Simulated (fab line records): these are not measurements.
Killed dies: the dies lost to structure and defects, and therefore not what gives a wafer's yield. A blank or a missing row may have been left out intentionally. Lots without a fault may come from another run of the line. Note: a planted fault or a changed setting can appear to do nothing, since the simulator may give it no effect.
fab line records -- flow sky130
record: lots: 10, wafers: 30, last-day: 50
route steps=708 shown CONTACT@422 METAL1@449 METAL2@484 PAD_OPEN@708
lots that met no fault: taken from a fault-free run of the same line
start-h: start of the lot's first displayed wafer, in hours after the record's first day -- wait-h: hours from the lot's prior step to this one -- " repeats the value in the row above -- L1.1+2: a single row standing in for several wafers -- - no value, or no start given -- * or withheld: withheld -- < > ~ a bound
route shown NAME@n: a module of which the file shows steps, and the number in the route of the first -- usual: mean/standard deviation of fault-free wafers -- same: alike in all rows -- chamber/n: place in a boat -- sites: readings site by site -- _std_site: their standard deviation -- _edge_site: mean of outer sites minus mean of inner sites -- radius-mm: how far each site lies from the wafer's centre -- mask NAME#n: copy n -- behind: tool/chamber where the wafer was last shaped -- hold: what put the lot on hold/how long, in hours/how the hold closed -- device: which transistor (n, p or np) failed to switch -- end of line: the route-end tests of the same wafers -- where a step has no rows: the recipe by itself -- killed: dies that structure and defects cost at the first sort, which is not the same as the wafer's yield -- map: per-die view of a wafer (x killed, . not killed, _ where there is no die)
set.NAME: the setting the step ran with; set.NAME@STEP: the setting that earlier step ran with -- model.NAME: the simulator's own value behind a step, which no gauge read
the route's steps for a sample of lots (tables are steps, rows are wafers)
services: from which hour (start-h, from the record's first day; less than 0 if before it) a tool's chamber was out of use, for how many hours, and why
== steps ==
step: SKY_CONTACT_ETCH_16
recipe: chemistry: N2/H2, target: BARC, ion-energy-ev: 200, source-w: 500, bias-w: 100, pressure-mtorr: 30, n2-flow-sccm: 100, h2-flow-sccm: 200, stop-on: SiO2, time-s: 45.9, target-depth-a: 600
usual: bias-w: 100.00/0.3, chamber-pressure-mTorr: 29.999/0.028, drypump-motor-current-A: 5.6/0.37, oes-product-au: 0.855/0.0047, throttle-valve-pct: 13.225/0.0085
lot.wafer,tool,chamber,start-h,wait-h,bias-w,chamber-pressure-mTorr,drypump-motor-current-A,oes-product-au,rf-hours-counter-h,throttle-valve-pct
L694.1,rie-diel-04,0,739.00,0.0,100.37,29.933,5.2,0.851,45,13.213
L694.3,rie-diel-04,2,739.00,0.0,99.45,30.022,5.4,0.857,10,13.246
L694.4,rie-diel-04,1,739.00,0.0,99.89,29.970,5.1,0.854,20,13.226
L696.2,rie-diel-01,1,745.93,0.0,99.82,29.963,5.4,0.856,13,13.226
L696.3,rie-diel-01,3,745.93,0.0,99.95,30.035,5.8,0.846,2,13.227
L696.4,rie-diel-01,0,745.93,0.0,100.01,30.047,5.7,0.857,1,13.232
L701.1,rie-diel-04,2,787.53,0.0,100.13,30.032,5.4,0.851,12,13.224
L701.2,rie-diel-04,3,787.53,0.0,99.78,30.017,5.3,0.858,6,13.235
L701.5,rie-diel-04,1,787.53,0.0,99.94,29.962,5.2,0.857,-,13.219
L703.3,rie-diel-04,1,806.98,0.0,-,-,-,-,-,-
L703.5,rie-diel-04,1,806.98,0.0,-,-,-,-,-,-
L703.6,rie-diel-04,2,806.98,0.0,-,-,-,-,-,-
L705.1,rie-diel-01,2,813.63,0.0,-,-,-,-,-,-
L705.4,rie-diel-01,3,813.63,0.0,-,-,-,-,-,-
L705.5,rie-diel-01,2,813.63,0.0,-,-,-,-,-,-
L709.1,rie-diel-01,0,846.03,0.0,100.20,30.017,5.6,0.857,4,13.228
L709.3,rie-diel-01,3,846.03,0.0,99.80,29.993,5.8,0.854,5,13.229
L709.6,rie-diel-01,3,846.03,0.0,100.33,30.002,5.8,0.855,-,13.215
L711.1,rie-diel-04,2,876.75,0.0,99.77,29.993,5.4,0.853,15,13.229
L711.2,rie-diel-04,1,876.75,0.0,99.77,29.941,5.1,0.854,24,13.232
L711.4,rie-diel-04,0,876.75,0.0,100.02,29.979,5.2,0.858,3,13.223
L713.2,rie-diel-04,1,878.00,0.0,100.40,29.968,5.2,0.854,24,13.231
L713.4,rie-diel-04,3,878.00,0.0,100.23,29.980,5.3,0.844,8,13.223
L713.5,rie-diel-04,3,878.00,0.0,100.32,30.041,5.3,0.851,-,13.229
L714.4,rie-diel-01,1,881.80,0.0,100.22,29.998,5.4,0.862,-,13.235
L714.5,rie-diel-01,0,881.80,0.0,99.57,30.036,5.6,0.861,-,13.221
L714.6,rie-diel-01,2,881.80,0.0,100.27,29.988,6.0,0.853,-,13.229
L715.1,rie-diel-02,1,894.28,0.0,99.81,29.983,6.4,0.851,13,13.236
L715.5,rie-diel-02,3,894.28,0.0,100.10,29.999,5.7,0.857,-,13.228
L715.6,rie-diel-02,0,894.28,0.0,100.11,29.968,5.5,0.854,-,13.227
step: SKY_CONTACT_ETCH_17
recipe: target: SiO2, chemistry: C4F8/O2/Ar, stop-on: Si3N4, mask-material: KrF-thick, source-w: 1500, bias-w: 1200, pressure-mtorr: 40, c4f8-flow-sccm: withheld, O2_flow_sccm: 6, Ar_flow_sccm: 300, time-s: withheld, target-depth-a: 3400
usual: bias-w: 1200/3.7, chamber-pressure-mTorr: 40.00/0.038, oes-product-au: 0.893/0.0051
lot.wafer,tool,chamber,start-h,wait-h,bias-w,chamber-pressure-mTorr,oes-product-au
L694.1,rie-diel-04,0,739.05,0.0,1200,40.00,0.890
L694.3,rie-diel-04,2,739.05,0.0,1200,40.02,0.901
L694.4,rie-diel-04,1,739.05,0.0,1198,39.98,0.890
L696.2,rie-diel-01,1,745.97,0.0,1201,40.04,0.888
L696.3,rie-diel-01,3,745.97,0.0,1201,40.02,0.893
L696.4,rie-diel-01,0,745.97,0.0,1197,40.04,0.897
L701.1,rie-diel-04,2,787.57,0.0,1202,40.09,0.893
L701.2,rie-diel-04,3,787.57,0.0,1203,40.03,0.886
L701.5,rie-diel-04,1,787.57,0.0,1199,40.01,0.888
L703.3,rie-diel-04,1,807.03,0.0,1203,39.98,0.371
L703.5,rie-diel-04,1,807.03,0.0,1199,39.96,0.383
L703.6,rie-diel-04,2,807.03,0.0,1195,40.03,0.376
L705.1,rie-diel-01,2,813.67,0.0,1206,40.00,0.370
L705.4,rie-diel-01,3,813.67,0.0,1197,39.97,0.376
L705.5,rie-diel-01,2,813.67,0.0,1201,39.99,0.371
L709.1,rie-diel-01,0,846.07,0.0,1197,39.99,0.890
L709.3,rie-diel-01,3,846.07,0.0,1194,40.04,0.892
L709.6,rie-diel-01,3,846.07,0.0,1194,39.99,0.889
L711.1,rie-diel-04,2,876.80,0.0,1209,40.05,0.896
L711.2,rie-diel-04,1,876.80,0.0,1197,39.99,0.906
L711.4,rie-diel-04,0,876.80,0.0,1203,40.03,0.882
L713.2,rie-diel-04,1,878.05,0.0,1199,40.00,0.892
L713.4,rie-diel-04,3,878.05,0.0,1199,39.95,0.895
L713.5,rie-diel-04,3,878.05,0.0,1197,40.01,0.896
L714.4,rie-diel-01,1,881.85,0.0,1197,40.03,0.885
L714.5,rie-diel-01,0,881.85,0.0,1196,39.96,0.887
L714.6,rie-diel-01,2,881.85,0.0,1202,39.89,0.890
L715.1,rie-diel-02,1,894.32,0.0,1201,40.06,0.889
L715.5,rie-diel-02,3,894.32,0.0,1193,40.07,0.885
L715.6,rie-diel-02,0,894.32,0.0,1200,40.02,0.889
step: SKY_CONTACT_ETCH_18
recipe: target: Si3N4, chemistry: CHF3/O2, stop-on: TiN, source-w: 600, bias-w: 200, pressure-mtorr: 40, chf3-flow-sccm: 50, O2_flow_sccm: 5, time-s: 39, target-depth-a: 750
usual: O2_flow_sccm: 4.999/0.015, bias-w: 200.0/0.63, drypump-motor-current-A: 5.6/0.37, oes-product-au: 0.855/0.0076, throttle-valve-pct: 8.793/0.0083
lot.wafer,tool,chamber,start-h,wait-h,O2_flow_sccm,bias-w,drypump-motor-current-A,oes-product-au,rf-hours-counter-h,throttle-valve-pct
L694.1,rie-diel-04,0,-,-,5.017,199.8,5.2,0.850,45,8.799
L694.3,rie-diel-04,2,-,-,5.004,200.5,5.4,0.861,10,8.784
L694.4,rie-diel-04,1,-,-,5.026,199.5,5.1,0.857,20,8.790
L696.2,rie-diel-01,1,-,-,4.983,198.8,5.4,0.850,13,8.798
L696.3,rie-diel-01,3,-,-,5.028,199.6,5.8,0.858,2,8.796
L696.4,rie-diel-01,0,-,-,4.993,200.6,5.6,0.851,1,8.793
L701.1,rie-diel-04,2,-,-,5.013,201.0,5.4,0.846,12,8.780
L701.2,rie-diel-04,3,-,-,4.978,200.3,5.2,0.858,6,8.790
L701.5,rie-diel-04,1,-,-,5.017,200.2,5.1,0.861,-,8.806
L703.3,rie-diel-04,1,-,-,4.989,201.6,5.2,0.377,23,8.675
L703.5,rie-diel-04,1,-,-,4.985,201.0,5.2,0.375,-,8.682
L703.6,rie-diel-04,2,-,-,5.006,198.6,5.4,0.378,-,8.679
L705.1,rie-diel-01,2,-,-,4.993,199.7,6.0,0.375,11,8.668
L705.4,rie-diel-01,3,-,-,5.001,200.1,5.8,0.375,-,8.665
L705.5,rie-diel-01,2,-,-,4.992,200.1,6.0,0.377,-,8.681
L709.1,rie-diel-01,0,-,-,4.999,199.8,5.6,0.853,4,8.786
L709.3,rie-diel-01,3,-,-,4.994,199.0,5.8,0.864,6,8.778
L709.6,rie-diel-01,3,-,-,5.000,199.5,5.8,0.858,-,8.789
L711.1,rie-diel-04,2,-,-,5.028,200.5,5.4,0.858,15,8.800
L711.2,rie-diel-04,1,-,-,5.002,199.9,5.1,0.847,24,8.789
L711.4,rie-diel-04,0,-,-,5.019,199.9,5.2,0.858,3,8.783
L713.2,rie-diel-04,1,-,-,5.040,201.3,5.1,0.864,24,8.784
L713.4,rie-diel-04,3,-,-,5.004,199.6,5.3,0.861,8,8.791
L713.5,rie-diel-04,3,-,-,4.990,200.0,5.3,0.861,-,8.805
L714.4,rie-diel-01,1,-,-,4.973,199.1,5.4,0.858,-,8.784
L714.5,rie-diel-01,0,-,-,4.987,199.9,5.7,0.858,-,8.794
L714.6,rie-diel-01,2,-,-,5.019,200.6,5.9,0.859,-,8.785
L715.1,rie-diel-02,1,-,-,4.989,199.9,6.4,0.840,13,8.787
L715.5,rie-diel-02,3,-,-,4.986,199.8,5.6,0.858,-,8.782
L715.6,rie-diel-02,0,-,-,4.978,198.7,5.5,0.840,-,8.790
step: SKY_METAL1_CD_MEAS_15
recipe: target-cd-nm: 140
usual: cd-nm: 139.6/1.7
lot.wafer,tool,chamber,start-h,wait-h,cd-nm
L694.1,cd-sem-02,-,767.53,-,139.3
L694.3,cd-sem-02,-,767.53,-,140.4
L694.4,cd-sem-02,-,767.53,-,140.1
L696.2,cd-sem-01,-,774.47,-,139.3
L696.3,cd-sem-01,-,774.47,-,139.7
L696.4,cd-sem-01,-,774.47,-,139.2
L701.1,cd-sem-02,-,815.60,-,140.4
L701.2,cd-sem-02,-,815.60,-,139.6
L701.5,cd-sem-02,-,815.60,-,141.5
L709.1,cd-sem-01,-,873.45,-,138.9
L709.3,cd-sem-01,-,873.45,-,139.4
L709.6,cd-sem-01,-,873.45,-,136.8
L711.1,cd-sem-01,-,903.75,-,135.8
L711.2,cd-sem-01,-,903.75,-,137.0
L711.4,cd-sem-01,-,903.75,-,138.0
L713.2,cd-sem-02,-,904.67,-,138.7
L713.4,cd-sem-02,-,904.67,-,140.8
L713.5,cd-sem-02,-,904.67,-,140.7
L714.4,cd-sem-01,-,908.71,-,137.7
L714.5,cd-sem-01,-,908.71,-,136.8
L714.6,cd-sem-01,-,908.71,-,137.4
L715.1,cd-sem-02,-,920.15,-,138.7
L715.5,cd-sem-02,-,920.15,-,138.1
L715.6,cd-sem-02,-,920.15,-,138.2
step: SKY_METAL1_DESCUM_17
recipe: chemistry: O2, source-power-w: 150, bias-power-w: 0, pressure-mtorr: 10, temp-c: 40, time-s: 8
usual: drypump-motor-current-A: 5.52/0.23, oes-product-au: 0.996/0.0073
lot.wafer,tool,chamber,start-h,wait-h,drypump-motor-current-A,oes-product-au,rf-hours-counter-h
L694.1,rie-metal-02,1,767.68,0.0,5.44,0.995,13
L694.3,rie-metal-02,1,767.68,0.0,5.44,0.992,-
L694.4,rie-metal-02,0,767.68,0.0,5.11,0.998,-
L696.2,rie-metal-01,1,774.60,0.0,5.31,0.999,5
L696.3,rie-metal-01,0,774.60,0.0,5.80,1.003,-
L696.4,rie-metal-01,1,774.60,0.0,5.32,0.990,-
L701.1,rie-metal-02,1,815.75,0.0,5.45,1.007,15
L701.2,rie-metal-02,0,815.75,0.0,5.10,0.999,8
L701.5,rie-metal-02,1,815.75,0.0,5.45,0.998,-
L709.1,rie-metal-03,1,874.59,0.0,5.73,0.990,7
L709.3,rie-metal-03,0,874.59,0.0,5.59,0.988,-
L709.6,rie-metal-03,0,874.59,0.0,5.60,0.971,-
L711.1,rie-metal-03,1,903.90,0.0,5.72,0.979,8
L711.2,rie-metal-03,0,903.90,0.0,5.61,0.985,7
L711.4,rie-metal-03,1,903.90,0.0,5.71,0.987,-
L713.2,rie-metal-01,1,904.80,0.0,5.33,0.991,10
L713.4,rie-metal-01,1,904.80,0.0,5.35,0.989,-
L713.5,rie-metal-01,1,904.80,0.0,5.32,0.996,-
L714.4,rie-metal-01,1,908.81,0.0,5.32,0.986,-
L714.5,rie-metal-01,0,908.81,0.0,5.83,1.001,-
L714.6,rie-metal-01,1,908.81,0.0,5.32,0.991,-
L715.1,rie-metal-03,1,920.30,0.0,5.75,1.004,9
L715.5,rie-metal-03,1,920.30,0.0,5.71,0.998,-
L715.6,rie-metal-03,0,920.30,0.0,5.61,0.992,-
step: SKY_METAL2_SPUTTER_01
recipe: material: TiN, target-thk-nm: 20, power-w: 6500, time-s: 16.7, chamber-pressure-pa: 0.4
usual: chamber-pressure-pa: 0.4000/0.0008, throttle-valve-pct: 30.3/0.89
lot.wafer,tool,chamber,start-h,wait-h,chamber-pressure-pa,throttle-valve-pct
L694.1,pvd-sputter-04,-,797.71,0.0,0.4001,29.7
L694.3,pvd-sputter-04,-,797.71,0.0,0.3998,31.3
L694.4,pvd-sputter-04,-,797.71,0.0,0.4001,31.4
L696.2,pvd-sputter-03,-,804.32,0.0,0.4002,31.3
L696.3,pvd-sputter-03,-,804.32,0.0,0.4011,30.8
L696.4,pvd-sputter-03,-,804.32,0.0,0.4002,31.1
L701.1,pvd-sputter-04,-,844.14,0.0,0.3992,29.3
L701.2,pvd-sputter-04,-,844.14,0.0,0.4019,30.9
L701.5,pvd-sputter-04,-,844.14,0.0,0.3999,29.8
L709.1,pvd-sputter-03,-,901.78,0.0,0.4011,31.6
L709.3,pvd-sputter-03,-,901.78,0.0,0.4002,29.1
L709.6,pvd-sputter-03,-,901.78,0.0,0.4009,29.4
L711.1,pvd-sputter-04,-,930.97,0.0,0.3976,30.9
L711.2,pvd-sputter-04,-,930.97,0.0,0.3989,31.3
L711.4,pvd-sputter-04,-,930.97,0.0,0.3994,29.6
L713.2,pvd-sputter-03,-,932.49,0.0,0.3996,31.7
L713.4,pvd-sputter-03,-,932.49,0.0,0.3997,30.7
L713.5,pvd-sputter-03,-,932.49,0.0,0.3992,31.1
L714.4,pvd-sputter-04,-,935.82,0.0,0.3998,31.3
L714.5,pvd-sputter-04,-,935.82,0.0,0.4003,29.5
L714.6,pvd-sputter-04,-,935.82,0.0,0.3998,29.8
L715.1,pvd-sputter-02,-,947.24,0.0,0.3996,30.7
L715.5,pvd-sputter-02,-,947.24,0.0,0.4005,30.1
L715.6,pvd-sputter-02,-,947.24,0.0,0.3997,29.9
step: SKY_PAD_OPEN_PROBE_99
usual: killed_at_M0_to_M3: 45/7, killed_at_M4_up: 3.4/1.8, killed-at-contacts: 24/5.4, killed-at-front-end: 16/4.8, killed-at-other: 0.4/0.62, killed-dies: 89/10, killed-on-rim: 17/3.5, killed-open: 48/7.2, killed-short: 40/6.3
same: gross-dies: 492, killed-at-back-side: 0
lot.wafer,tool,chamber,start-h,wait-h,killed_at_M0_to_M3,killed_at_M4_up,killed-at-contacts,killed-at-front-end,killed-at-other,killed-dies,killed-on-rim,killed-open,killed-short
L703.3,prober-01,-,1129.47,0.2,57,3,422,10,0,492,96,39,45
L703.5,prober-01,-,1129.57,0.2,40,2,432,18,0,492,96,41,41
L703.6,prober-01,-,1129.62,0.2,41,7,430,14,0,492,96,50,45
L705.1,prober-02,-,1133.35,0.1,43,6,429,14,0,492,96,54,35
L705.4,prober-02,-,1133.50,0.2,50,6,423,13,0,492,96,50,42
L705.5,prober-02,-,1133.55,0.2,39,2,429,22,0,492,96,44,47
killed by level:class
L703.3 CONTACT:area-etch=408 VIA1:geometric-particle:open=11 METAL2:geometric-particle:short=9 VIA2:geometric-particle:open=8 VIA1:geometric-particle:short=7 VIA3:geometric-particle:open=6 CONTACT:geometric-particle:short=5 METAL3:geometric-particle:short=5
L703.5 CONTACT:area-etch=409 VIA1:geometric-particle:open=9 VIA2:geometric-particle:open=7 CONTACT:geometric-particle:short=7 LI_CONTACT:geometric-particle:open=5 VIA1:geometric-particle:short=5 FIELD_ISO:geometric-particle:short=4 POLY_GATE:geometric-particle:short=4
L703.6 CONTACT:area-etch=397 CONTACT:geometric-particle:open=13 VIA1:geometric-particle:open=12 LOCAL_INTERCONNECT:geometric-particle:short=9 METAL2:geometric-particle:short=6 FIELD_ISO:geometric-particle:open=5 METAL4:geometric-particle:short=5 METAL1:geometric-particle:short=5
L705.1 CONTACT:area-etch=403 VIA1:geometric-particle:open=10 VIA2:geometric-particle:open=9 CONTACT:geometric-particle:open=8 LI_CONTACT:geometric-particle:open=6 VIA3:geometric-particle:open=6 CONTACT:geometric-particle:short=5 FIELD_ISO:geometric-particle:short=4
L705.4 CONTACT:area-etch=400 VIA2:geometric-particle:open=10 CONTACT:geometric-particle:open=7 VIA1:geometric-particle:open=7 LI_CONTACT:geometric-particle:open=6 VIA3:geometric-particle:open=6 METAL1:geometric-particle:short=6 FIELD_ISO:geometric-particle:open=5
L705.5 CONTACT:area-etch=401 LOCAL_INTERCONNECT:geometric-particle:short=9 CONTACT:geometric-particle:open=9 VIA1:geometric-particle:open=8 POLY_GATE:geometric-particle:open=7 POLY_GATE:geometric-particle:short=7 METAL1:geometric-particle:short=6 METAL2:geometric-particle:short=5
== services ==
tool,chamber,start-h,hours,kind
rie-diel-01,0,718.96,5.4,repair
rie-diel-01,2,723.79,4.3,repair
rie-diel-02,2,759.69,8.5,repair
rie-diel-04,1,774.78,1.4,repair
rie-metal-02,-,778.30,1.4,pm
rie-diel-01,1,783.22,52.3,repair
rie-diel-02,-,785.65,0.3,repair
rie-diel-01,-,788.40,1.1,repair
rie-metal-03,0,794.16,1.3,repair
rie-diel-02,3,803.67,1.5,repair
rie-diel-02,1,811.93,5.0,repair
rie-metal-01,-,814.98,1.4,pm
pvd-sputter-03,-,816.81,5.6,repair
rie-diel-01,3,822.50,3.9,repair
rie-diel-04,3,842.89,2.9,repair
rie-metal-02,0,844.25,1.1,repair
rie-metal-01,-,874.49,0.3,repair
rie-diel-01,3,874.57,11.6,repair
rie-diel-01,1,886.94,7.8,repair
rie-diel-02,-,887.63,0.6,repair
rie-diel-02,0,918.96,4.1,repair
rie-diel-02,3,919.94,6.9,repair
rie-diel-04,-,924.84,0.1,repair
rie-diel-02,2,946.60,6.6,repair
== key ==
first-sign: step: SKY_CONTACT_ETCH_16, reading: tool-record, direction: missing
effect: step: SKY_CONTACT_ETCH_17, reading: oes-product-au, direction: down, sigmas: 99+, usual: 0.893, struck: 0.374
effect: step: SKY_CONTACT_ETCH_18, reading: oes-product-au, direction: down, sigmas: 63, usual: 0.855, struck: 0.376
effect: step: SKY_PAD_OPEN_PROBE_99, reading: killed-at-contacts, direction: up, sigmas: 75, usual: 24, struck: 428
more-kills-born-at: SKY_CONTACT_ETCH_16@rie-diel-04: 1214, SKY_CONTACT_ETCH_16@rie-diel-01: 1204
met-at SKY_CONTACT_ETCH_16
struck-lots L703,L705
later-rows-left-out L703.3,L703.5,L703.6,L705.1,L705.4,L705.5
tester-left-out L703,L705
not-acting-at SKY_METAL1_CD_MEAS_15,SKY_METAL1_DESCUM_17,SKY_METAL2_SPUTTER_01
onset-between 787.53 806.98
fault: kind: skipped-step-whole, tool: rie-diel-01,rie-diel-04, chamber: -, onset-h: 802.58, steps: SKY_CONTACT_ETCH_16, scope: struck-lots-only
tester-left-out: of these lots the tester's yield and bins aren't shown, on N5 and GAA mostly nor the transistor test; their killed dies are dies lost to structure and defects alone, not to doping, threshold or leakage, so they don't give the yield
later-rows-left-out: the simulator's readings of these wafers behind a module that went badly wrong aren't trusted and aren't shown, but for the sort
